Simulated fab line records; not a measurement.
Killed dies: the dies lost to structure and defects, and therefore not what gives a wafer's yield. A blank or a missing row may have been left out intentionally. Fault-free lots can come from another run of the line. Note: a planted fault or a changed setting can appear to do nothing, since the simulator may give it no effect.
fab line records	flow sky130
[record] lots = 24	wafers = 72	last-day = 50
route steps=708 shown SD_N@350 LI_CONTACT@378 METAL3@569 VIA3@576 METAL4@629 PASSIVATION@682
lots that met no fault: from a run of the same line without faults
start-h: the number of hours between the record's first day and the start of the first shown wafer of the lot	wait-h: how many hours have passed since the lot's step before this one	" the same as in the row above	L1.1+2: one row covering several wafers at once	- value missing, or start not given	* or withheld: withheld	< > ~ a bound
route shown NAME@n: names a module that has steps shown in the file, with the first one's number in the route	usual: mean/standard deviation of fault-free wafers	same: alike in all rows	chamber/n: place in a boat	sites: readings site by site	_std_site: their standard deviation	_edge_site: mean of outer sites minus mean of inner sites	radius-mm: for every site, how far away it sits from the centre of the wafer	mask NAME#n: copy n	behind: tool/chamber where the wafer was last shaped	hold: why the lot was held/for how many hours/how that ended	device: the transistor (n, p or np) that didn't switch	end of line: the same wafers' tests at the end of the route	a step without rows: its recipe alone	killed: count of dies lost to structure and defects at first sort (not the wafer's yield)	map: shows each die of a wafer: x if killed, . if not, _ if none is there
set.NAME: setting as actually run; set.NAME@STEP: the setting as run at that earlier step	model.NAME: the simulator's own value behind a step, which no gauge read
steps of the route over a sample of lots; a table a step, a row a wafer
services: the hour from which a tool's chamber was out of use, counted from the record's first day as start-h (under 0 if before that day), plus the number of hours and why
[[steps]]
[step SKY_SD_N_OVL_MEAS_08]
[usual] SD_N_OVL = -1.3/1.3
lot.wafer	tool	chamber	start-h	wait-h	SD_N_OVL[nm]
L075.2	overlay-01	-	656.54	0.1	-1.7
L075.3	"	-	"	"	-3.0
L075.6	"	-	"	"	-4.9
L074.1	overlay-02	-	658.53	0.1	-1.3
L074.2	"	-	"	"	-1.7
L074.5	"	-	"	"	-1.7
L077.1	overlay-02	-	670.48	0.1	-1.2
L077.2	"	-	"	"	-0.2
L077.3	"	-	"	"	0.2
L076.1	overlay-01	-	673.98	0.1	-4.0
L076.2	"	-	"	"	-3.2
L076.6	"	-	"	"	-5.5
L078.2	overlay-01	-	681.19	0.1	-0.9
L078.4	"	-	"	"	-1.5
L078.5	"	-	"	"	-1.1
L079.2	overlay-02	-	697.69	0.1	-2.7
L079.3	"	-	"	"	-3.3
L079.5	"	-	"	"	-2.9
L081.2	overlay-02	-	705.89	0.1	-3.3
L081.4	"	-	"	"	-3.4
L081.5	"	-	"	"	-3.3
L080.3	overlay-01	-	707.45	0.1	0.3
L080.4	"	-	"	"	-1.3
L080.5	"	-	"	"	-0.8
L082.3	overlay-01	-	716.05	0.1	-0.8
L082.4	"	-	"	"	-1.3
L082.6	"	-	"	"	-0.6
L083.1	overlay-02	-	724.44	0.1	-2.4
L083.2	"	-	"	"	-1.7
L083.6	"	-	"	"	-0.7
L084.1	overlay-02	-	731.28	0.1	-0.8
L084.4	"	-	"	"	-0.4
L084.6	"	-	"	"	-2.4
L085.4	overlay-02	-	735.30	0.1	-0.2
L085.5	"	-	"	"	-0.7
L085.6	"	-	"	"	-1.4
L086.2	overlay-02	-	747.29	0.1	0.1
L086.4	"	-	"	"	-0.5
L086.5	"	-	"	"	-1.4
L087.1	overlay-01	-	755.63	0.1	-0.3
L087.2	"	-	"	"	0.2
L087.4	"	-	"	"	-1.9
L088.1	overlay-02	-	768.79	0.1	-0.4
L088.3	"	-	"	"	-0.3
L088.5	"	-	"	"	-1.2
L089.1	overlay-02	-	770.64	0.1	-1.3
L089.4	"	-	"	"	-1.7
L089.6	"	-	"	"	-2.3
L090.3	overlay-02	-	776.05	0.1	-0.3
L090.4	"	-	"	"	0.6
L090.5	"	-	"	"	1.1
L091.4	overlay-01	-	779.71	0.1	1.7
L091.5	"	-	"	"	0.5
L091.6	"	-	"	"	0.4
L092.3	overlay-01	-	782.85	0.1	-0.1
L092.4	"	-	"	"	0.2
L092.6	"	-	"	"	-0.7
L093.1	overlay-02	-	792.13	0.1	-1.4
L093.4	"	-	"	"	-2.8
L093.5	"	-	"	"	-2.7
L094.3	overlay-02	-	798.85	0.1	-0.6
L094.5	"	-	"	"	-1.9
L094.6	"	-	"	"	-1.5
L095.3	overlay-01	-	803.15	0.1	-1.7
L095.4	"	-	"	"	0.4
L095.5	"	-	"	"	-2.7
L096.1	overlay-02	-	807.98	0.1	-0.1
L096.3	"	-	"	"	-0.2
L096.4	"	-	"	"	-2.0
L097.1	overlay-02	-	819.23	0.1	-1.2
L097.2	"	-	"	"	-1.5
L097.3	"	-	"	"	-1.0
[step SKY_LI_CONTACT_STRIP_16]
[recipe] chemistry = O2/N2	power-w = 1400	pressure-mtorr = 1500	platen-temp-c = withheld	o2-flow-sccm = 3000	n2-flow-sccm = 300	overash-fraction = 0.5
[usual] drypump-motor-current-A = 5.98/0.15	oes-product-au = 0.378/0.0047	strip-time-to-endpoint-s = 3.53/0.036
lot.wafer	tool	chamber	start-h	wait-h	drypump-motor-current-A	oes-product-au	rf-hours-counter-h	strip-time-to-endpoint-s
L075.2	plasma-asher-03	0	685.84	-	6.12	0.384	54	3.50
L075.3	"	1	"	"	6.03	0.369	-	3.52
L075.6	"	1	"	"	5.98	0.382	-	3.52
L074.1	plasma-asher-03	1	688.35	-	5.97	0.378	55	3.53
L074.2	"	0	"	"	6.14	0.369	55	3.53
L074.5	"	1	"	"	5.99	0.385	-	3.56
L077.1	plasma-asher-03	1	700.52	-	5.97	0.378	56	3.55
L077.2	"	0	"	"	6.16	0.368	56	3.52
L077.3	"	0	"	"	6.16	0.380	-	3.55
L076.1	plasma-asher-04	1	704.17	-	5.98	0.385	88	3.56
L076.2	"	0	"	"	6.08	0.387	88	3.57
L076.6	"	1	"	"	6.00	0.378	-	3.57
L078.2	plasma-asher-03	0	711.20	-	6.13	0.380	57	3.45
L078.4	"	0	"	"	6.15	0.371	-	3.46
L078.5	"	0	"	"	6.13	0.378	-	3.48
L079.2	plasma-asher-04	1	728.69	-	6.01	0.375	90	3.51
L079.3	"	1	"	"	6.04	0.378	-	3.55
L079.5	"	0	"	"	6.06	0.379	-	3.53
L081.2	plasma-asher-01	1	735.02	-	5.73	0.384	30	3.56
L081.4	"	1	"	"	5.74	0.375	-	3.55
L081.5	"	0	"	"	5.72	0.383	-	3.56
L080.3	plasma-asher-01	0	737.95	-	5.72	0.382	-	3.55
L080.4	"	1	"	"	5.74	0.387	-	3.56
L080.5	"	1	"	"	5.77	0.387	-	3.58
L082.3	plasma-asher-04	0	744.78	-	6.07	0.379	-	3.50
L082.4	"	1	"	"	5.98	0.383	-	3.54
L082.6	"	0	"	"	6.05	0.372	-	3.49
L083.1	plasma-asher-04	1	752.99	-	6.01	0.380	93	3.57
L083.2	"	0	"	"	6.09	0.376	93	3.52
L083.6	"	0	"	"	6.08	0.384	-	3.54
L084.1	plasma-asher-03	1	758.89	-	5.95	0.374	62	3.52
L084.4	"	1	"	"	5.95	0.378	-	3.61
L084.6	"	1	"	"	5.90	0.384	-	3.53
L085.4	plasma-asher-03	0	762.65	-	6.15	0.379	-	3.56
L085.5	"	1	"	"	5.96	0.377	-	3.55
L085.6	"	0	"	"	6.17	0.374	-	3.51
L086.2	plasma-asher-03	1	776.22	-	5.94	0.385	63	3.57
L086.4	"	1	"	"	6.00	0.376	-	3.56
L086.5	"	0	"	"	6.14	0.386	-	3.58
L087.1	plasma-asher-01	1	784.54	-	5.76	0.380	35	3.52
L087.2	"	0	"	"	5.77	0.374	35	3.53
L087.4	"	1	"	"	5.75	0.375	-	3.51
L088.1	plasma-asher-04	1	796.89	-	6.00	0.375	97	3.52
L088.3	"	0	"	"	6.07	0.378	-	3.54
L088.5	"	0	"	"	6.07	0.373	-	3.53
L089.1	plasma-asher-03	1	797.92	-	5.97	0.379	66	3.55
L089.4	"	1	"	"	5.97	0.380	-	3.59
L089.6	"	1	"	"	5.93	0.377	-	3.53
L090.3	plasma-asher-04	1	804.13	-	6.02	0.379	-	3.53
L090.4	"	0	"	"	6.09	0.380	-	3.52
L090.5	"	1	"	"	6.00	0.373	-	3.51
L091.4	plasma-asher-01	0	808.55	-	5.74	0.375	-	3.49
L091.5	"	1	"	"	5.72	0.378	-	3.54
L091.6	"	0	"	"	5.72	0.376	-	3.52
L092.3	plasma-asher-03	1	811.03	-	5.95	0.373	-	3.52
L092.4	"	0	"	"	6.14	0.374	-	3.54
L092.6	"	1	"	"	5.95	0.374	-	3.53
L093.1	plasma-asher-01	0	820.75	-	5.76	0.368	39	3.51
L093.4	"	1	"	"	5.76	0.377	-	3.60
L093.5	"	1	"	"	5.75	0.373	-	3.50
L094.3	plasma-asher-03	1	826.66	-	5.92	0.383	-	3.49
L094.5	"	1	"	"	5.95	0.375	-	3.43
L094.6	"	0	"	"	6.15	0.375	-	3.49
L095.3	plasma-asher-03	1	830.38	-	5.92	0.378	-	3.52
L095.4	"	0	"	"	6.13	0.383	-	3.58
L095.5	"	0	"	"	6.15	0.378	-	3.46
L096.1	plasma-asher-03	0	836.00	-	6.16	0.373	70	3.46
L096.3	"	1	"	"	6.01	0.365	-	3.50
L096.4	"	0	"	"	6.17	0.375	-	3.49
L097.1	plasma-asher-04	1	846.65	-	6.00	0.375	103	3.49
L097.2	"	0	"	"	6.06	0.380	103	3.48
L097.3	"	0	"	"	6.05	0.378	-	3.52
[step SKY_METAL3_STRIP_19]
[recipe] chemistry = O2/N2	power-w = 1400	pressure-mtorr = 1500	platen-temp-c = withheld	o2-flow-sccm = 3000	n2-flow-sccm = 300	overash-fraction = 0.5
[usual] drypump-motor-current-A = 5.89/0.16	oes-product-au = 0.503/0.0052	strip-time-to-endpoint-s = 6.56/0.087
lot.wafer	tool	chamber	start-h	wait-h	drypump-motor-current-A	oes-product-au	rf-hours-counter-h	strip-time-to-endpoint-s
L075.2	plasma-asher-04	0	909.35	0.1	6.09	0.501	111	6.54
L075.3	"	0	"	"	6.07	0.496	-	6.53
L075.6	"	0	"	"	6.05	0.491	-	6.48
L074.1	plasma-asher-01	1	910.41	0.3	5.76	0.503	42	6.68
L074.2	"	0	"	"	5.71	0.507	42	6.66
L074.5	"	1	"	"	5.75	0.508	-	6.69
L077.1	plasma-asher-03	1	922.19	0.1	5.92	0.502	80	6.53
L077.2	"	0	"	"	6.16	0.495	80	6.62
L077.3	"	0	"	"	6.17	0.500	-	6.52
L076.1	plasma-asher-01	1	924.32	0.1	5.74	0.514	44	6.69
L076.2	"	0	"	"	5.71	0.510	44	6.63
L076.6	"	0	"	"	5.74	0.510	-	6.58
L078.2	plasma-asher-04	0	930.88	0.2	6.06	0.509	113	6.49
L078.4	"	1	"	"	6.03	0.499	-	6.58
L078.5	"	0	"	"	6.06	0.503	-	6.53
L079.2	plasma-asher-01	1	946.80	0.1	5.73	0.509	46	6.65
L079.3	"	1	"	"	5.74	0.503	-	6.56
L079.5	"	0	"	"	5.72	0.508	-	6.57
L081.2	plasma-asher-01	0	950.94	0.1	5.73	0.509	46	6.50
L081.4	"	1	"	"	5.77	0.494	-	6.50
L081.5	"	0	"	"	5.74	0.501	-	6.47
L080.3	plasma-asher-01	0	955.08	0.1	5.73	0.500	-	6.48
L080.4	"	1	"	"	5.76	0.500	-	6.41
L080.5	"	0	"	"	5.71	0.499	-	6.47
L082.3	plasma-asher-01	1	960.11	0.2	5.75	0.497	-	6.49
L082.4	"	0	"	"	5.71	0.505	-	6.53
L082.6	"	1	"	"	5.73	0.492	-	6.55
L083.1	plasma-asher-04	1	968.69	0.1	5.99	0.499	116	6.46
L083.2	"	0	"	"	6.05	0.503	116	6.44
L083.6	"	1	"	"	6.00	0.503	-	6.48
L084.1	plasma-asher-03	0	975.37	0.1	6.17	0.498	86	6.52
L084.4	"	0	"	"	6.16	0.501	-	6.56
L084.6	"	1	"	"	5.93	0.502	-	6.56
L085.4	plasma-asher-03	0	975.98	0.1	6.14	0.498	-	6.55
L085.5	"	0	"	"	6.14	0.494	-	6.51
L085.6	"	1	"	"	5.95	0.500	-	6.56
L086.2	plasma-asher-01	0	990.24	0.1	5.74	0.500	50	6.52
L086.4	"	0	"	"	5.75	0.500	-	6.48
L086.5	"	1	"	"	5.74	0.499	-	6.49
L087.1	plasma-asher-01	1	997.65	0.1	5.74	0.516	51	6.59
L087.2	"	0	"	"	5.75	0.504	51	6.69
L087.4	"	0	"	"	5.74	0.505	-	6.58
L088.1	plasma-asher-01	1	1008.04	0.1	5.74	0.509	53	6.77
L088.3	"	0	"	"	5.69	0.509	-	6.82
L088.5	"	1	"	"	5.75	0.511	-	6.71
L089.1	plasma-asher-03	1	1009.54	0.1	5.98	0.503	86	6.61
L089.4	"	1	"	"	5.95	0.512	-	6.70
L089.6	"	0	"	"	6.14	0.510	-	6.71
L090.3	plasma-asher-01	0	1017.08	0.1	5.74	0.493	-	6.45
L090.4	"	1	"	"	5.76	0.493	-	6.49
L090.5	"	0	"	"	5.75	0.504	-	6.47
L091.4	plasma-asher-04	1	1021.28	0.1	6.01	0.509	-	6.64
L091.5	"	0	"	"	6.07	0.504	-	6.60
L091.6	"	1	"	"	6.00	0.509	-	6.58
L092.3	plasma-asher-03	1	1021.91	0.1	5.95	0.501	-	6.53
L092.4	"	0	"	"	6.16	0.500	-	6.44
L092.6	"	1	"	"	5.95	0.501	-	6.52
L093.1	plasma-asher-01	1	1030.29	0.1	5.75	0.504	55	6.47
L093.4	"	1	"	"	5.73	0.503	-	6.47
L093.5	"	0	"	"	5.71	0.510	-	6.62
L094.3	plasma-asher-04	0	1032.83	0.1	6.03	0.505	-	6.64
L094.5	"	0	"	"	6.03	0.504	-	6.64
L094.6	"	1	"	"	5.98	0.498	-	6.60
L095.3	plasma-asher-03	1	1036.78	0.1	5.95	0.508	-	6.69
L095.4	"	0	"	"	6.15	0.512	-	6.58
L095.5	"	0	"	"	6.15	0.496	-	6.59
L096.1	plasma-asher-04	0	1043.64	0.1	6.06	0.502	124	6.62
L096.3	"	1	"	"	6.04	0.505	-	6.58
L096.4	"	0	"	"	6.04	0.509	-	6.64
L097.1	plasma-asher-01	1	1053.89	0.1	5.74	0.504	57	6.38
L097.2	"	0	"	"	5.73	0.507	57	6.49
L097.3	"	0	"	"	5.74	0.494	-	6.46
[step SKY_VIA3_BOW_MEAS_03]
[recipe] mode = bow
[usual] VIA3_BOW = 79/7.1
lot.wafer	tool	chamber	start-h	wait-h	VIA3_BOW[um]
L075.2	film-metro-04	-	910.54	0.1	80
L075.3	"	-	"	"	73
L075.6	"	-	"	"	81
L074.1	film-metro-02	-	911.57	0.1	80
L074.2	"	-	"	"	67
L074.5	"	-	"	"	80
L077.1	film-metro-01	-	923.32	0.2	73
L077.2	"	-	"	"	72
L077.3	"	-	"	"	77
L076.1	film-metro-04	-	925.47	0.1	73
L076.2	"	-	"	"	69
L076.6	"	-	"	"	72
L078.2	film-metro-01	-	932.02	0.1	76
L078.4	"	-	"	"	78
L078.5	"	-	"	"	75
L079.2	film-metro-01	-	947.94	0.2	73
L079.3	"	-	"	"	85
L079.5	"	-	"	"	82
L081.2	film-metro-02	-	952.08	0.3	79
L081.4	"	-	"	"	66
L081.5	"	-	"	"	73
L080.3	film-metro-01	-	956.21	0.1	69
L080.4	"	-	"	"	75
L080.5	"	-	"	"	68
L082.3	film-metro-01	-	961.24	0.2	81
L082.4	"	-	"	"	77
L082.6	"	-	"	"	76
L083.1	film-metro-04	-	969.82	0.1	82
L083.2	"	-	"	"	75
L083.6	"	-	"	"	90
L084.1	film-metro-04	-	976.53	0.2	78
L084.4	"	-	"	"	70
L084.6	"	-	"	"	83
L085.4	film-metro-01	-	977.13	0.2	82
L085.5	"	-	"	"	80
L085.6	"	-	"	"	84
L086.2	film-metro-02	-	991.41	0.1	89
L086.4	"	-	"	"	76
L086.5	"	-	"	"	81
L087.1	film-metro-02	-	998.78	0.1	75
L087.2	"	-	"	"	62
L087.4	"	-	"	"	69
L088.1	film-metro-04	-	1009.16	0.2	79
L088.3	"	-	"	"	86
L088.5	"	-	"	"	82
L089.1	film-metro-04	-	1010.66	0.1	86
L089.4	"	-	"	"	71
L089.6	"	-	"	"	79
L090.3	film-metro-02	-	1018.31	0.2	90
L090.4	"	-	"	"	71
L090.5	"	-	"	"	83
L091.4	film-metro-01	-	1022.50	0.3	86
L091.5	"	-	"	"	76
L091.6	"	-	"	"	84
L092.3	film-metro-01	-	1023.38	0.2	82
L092.4	"	-	"	"	80
L092.6	"	-	"	"	95
L093.1	film-metro-01	-	1031.41	0.2	89
L093.4	"	-	"	"	81
L093.5	"	-	"	"	104
L094.3	film-metro-04	-	1034.02	0.2	68
L094.5	"	-	"	"	76
L094.6	"	-	"	"	77
L095.3	film-metro-04	-	1037.90	0.2	74
L095.4	"	-	"	"	83
L095.5	"	-	"	"	71
L096.1	film-metro-01	-	1044.76	0.2	75
L096.3	"	-	"	"	74
L096.4	"	-	"	"	86
L097.1	film-metro-01	-	1055.04	0.1	80
L097.2	"	-	"	"	83
L097.3	"	-	"	"	70
[step SKY_METAL4_CD_MEAS_13]
[recipe] target-cd-nm = 300
[usual] cd-nm = 300.1/1.2
lot.wafer	tool	chamber	start-h	wait-h	cd-nm
L075.2	cd-sem-02	-	985.98	-	300.3
L075.3	"	-	"	"	297.7
L075.6	"	-	"	"	299.6
L074.1	cd-sem-02	-	987.12	-	299.2
L074.2	"	-	"	"	298.1
L074.5	"	-	"	"	298.9
L077.1	cd-sem-02	-	999.17	-	301.4
L077.2	"	-	"	"	301.1
L077.3	"	-	"	"	301.2
L076.1	cd-sem-02	-	1000.17	-	299.6
L076.2	"	-	"	"	301.3
L076.6	"	-	"	"	301.2
L078.2	cd-sem-02	-	1006.58	-	297.9
L078.4	"	-	"	"	297.3
L078.5	"	-	"	"	298.2
L079.2	cd-sem-01	-	1021.78	-	298.4
L079.3	"	-	"	"	300.2
L079.5	"	-	"	"	298.2
L081.2	cd-sem-02	-	1025.64	-	301.3
L081.4	"	-	"	"	299.7
L081.5	"	-	"	"	299.0
L080.3	cd-sem-02	-	1029.36	-	301.9
L080.4	"	-	"	"	301.4
L080.5	"	-	"	"	301.9
L082.3	cd-sem-01	-	1034.55	-	301.0
L082.4	"	-	"	"	301.7
L082.6	"	-	"	"	300.9
L083.1	cd-sem-02	-	1042.72	-	299.2
L083.2	"	-	"	"	298.8
L083.6	"	-	"	"	297.4
L084.1	cd-sem-02	-	1048.51	-	300.5
L084.4	"	-	"	"	300.0
L084.6	"	-	"	"	299.3
L085.4	cd-sem-02	-	1049.87	-	301.0
L085.5	"	-	"	"	301.1
L085.6	"	-	"	"	301.0
L086.2	cd-sem-02	-	1063.18	-	297.7
L086.4	"	-	"	"	297.8
L086.5	"	-	"	"	298.5
L087.1	cd-sem-01	-	1070.97	-	299.0
L087.2	"	-	"	"	300.5
L087.4	"	-	"	"	300.3
L088.1	cd-sem-01	-	1078.97	-	301.2
L088.3	"	-	"	"	300.6
L088.5	"	-	"	"	300.4
L089.1	cd-sem-02	-	1079.67	-	300.2
L089.4	"	-	"	"	301.2
L089.6	"	-	"	"	301.6
L090.3	cd-sem-02	-	1087.61	-	302.6
L090.4	"	-	"	"	302.1
L090.5	"	-	"	"	300.7
L091.4	cd-sem-01	-	1090.83	-	300.0
L091.5	"	-	"	"	301.1
L091.6	"	-	"	"	300.4
L092.3	cd-sem-01	-	1092.21	-	298.6
L092.4	"	-	"	"	298.3
L092.6	"	-	"	"	299.3
L093.1	cd-sem-02	-	1099.66	-	296.9
L093.4	"	-	"	"	299.4
L093.5	"	-	"	"	298.9
L094.3	cd-sem-02	-	1101.85	-	298.0
L094.5	"	-	"	"	299.1
L094.6	"	-	"	"	298.3
L095.3	cd-sem-01	-	1104.91	-	300.1
L095.4	"	-	"	"	300.0
L095.5	"	-	"	"	301.0
L096.1	cd-sem-01	-	1111.02	-	298.9
L096.3	"	-	"	"	300.6
L096.4	"	-	"	"	301.9
L097.1	cd-sem-02	-	1119.31	-	299.3
L097.2	"	-	"	"	301.0
L097.3	"	-	"	"	300.3
[step SKY_PASSIVATION_THK_MEAS_01]
[recipe] reads = SiO2_of_PASSIVATION_CVD_00
[usual] PASSIVATION_CVD_00_THK = 88.6/1.2
lot.wafer	tool	chamber	start-h	wait-h	PASSIVATION_CVD_00_THK[nm]
L075.2	film-metro-04	-	1037.16	-	87.7
L075.3	"	-	"	"	87.2
L075.6	"	-	"	"	88.2
L074.1	film-metro-01	-	1037.27	-	87.3
L074.2	"	-	"	"	87.7
L074.5	"	-	"	"	90.4
L077.1	film-metro-01	-	1049.89	-	88.5
L077.2	"	-	"	"	87.5
L077.3	"	-	"	"	87.9
L076.1	film-metro-02	-	1051.66	-	87.6
L076.2	"	-	"	"	88.6
L076.6	"	-	"	"	89.0
L078.2	film-metro-02	-	1056.16	-	88.4
L078.4	"	-	"	"	88.3
L078.5	"	-	"	"	88.6
L079.2	film-metro-02	-	1072.38	-	86.9
L079.3	"	-	"	"	87.9
L079.5	"	-	"	"	88.8
L081.2	film-metro-02	-	1074.57	-	89.3
L081.4	"	-	"	"	90.6
L081.5	"	-	"	"	90.4
L080.3	film-metro-01	-	1077.47	-	86.0
L080.4	"	-	"	"	88.4
L080.5	"	-	"	"	87.9
L082.3	film-metro-02	-	1082.54	-	86.3
L082.4	"	-	"	"	87.7
L082.6	"	-	"	"	88.2
L083.1	film-metro-04	-	1089.38	-	87.7
L083.2	"	-	"	"	88.8
L083.6	"	-	"	"	89.1
L084.1	film-metro-01	-	1095.05	-	88.9
L084.4	"	-	"	"	90.0
L084.6	"	-	"	"	89.0
L085.4	film-metro-01	-	1096.46	-	88.0
L085.5	"	-	"	"	88.0
L085.6	"	-	"	"	88.3
L086.2	film-metro-04	-	1108.27	-	90.5
L086.4	"	-	"	"	88.6
L086.5	"	-	"	"	91.9
L087.1	film-metro-02	-	1116.11	-	88.5
L087.2	"	-	"	"	89.4
L087.4	"	-	"	"	89.6
L088.1	film-metro-01	-	1123.33	-	87.6
L088.3	"	-	"	"	90.0
L088.5	"	-	"	"	89.1
L089.1	film-metro-04	-	1124.91	-	87.4
L089.4	"	-	"	"	89.9
L089.6	"	-	"	"	88.5
L090.3	film-metro-01	-	1132.41	-	88.4
L090.4	"	-	"	"	88.7
L090.5	"	-	"	"	89.8
L091.4	film-metro-01	-	1135.23	-	87.7
L091.5	"	-	"	"	89.0
L091.6	"	-	"	"	88.6
L092.3	film-metro-02	-	1135.56	-	87.8
L092.4	"	-	"	"	89.5
L092.6	"	-	"	"	92.0
L093.1	film-metro-04	-	1141.44	-	87.3
L093.4	"	-	"	"	89.9
L093.5	"	-	"	"	88.5
L094.3	film-metro-01	-	1143.93	-	89.8
L094.5	"	-	"	"	90.8
L094.6	"	-	"	"	90.8
L095.3	film-metro-01	-	1146.93	-	87.0
L095.4	"	-	"	"	89.5
L095.5	"	-	"	"	88.0
L096.1	film-metro-04	-	1153.36	-	89.7
L096.3	"	-	"	"	88.3
L096.4	"	-	"	"	88.9
L097.1	film-metro-04	-	1161.25	-	88.8
L097.2	"	-	"	"	87.3
L097.3	"	-	"	"	88.8
[[services]]
tool	chamber	start-h	hours	kind
plasma-asher-04	-	683.46	4.0	pm
plasma-asher-01	-	700.02	7.3	repair
plasma-asher-03	-	737.53	1.7	repair
plasma-asher-01	-	828.67	14.6	pm
plasma-asher-01	-	846.07	42.5	pm
plasma-asher-04	-	912.02	0.9	repair
plasma-asher-01	-	917.67	3.4	repair
plasma-asher-03	-	976.89	28.1	pm
plasma-asher-04	-	1025.51	3.9	repair
plasma-asher-03	-	1050.57	5.4	repair
[[key]]
fault none
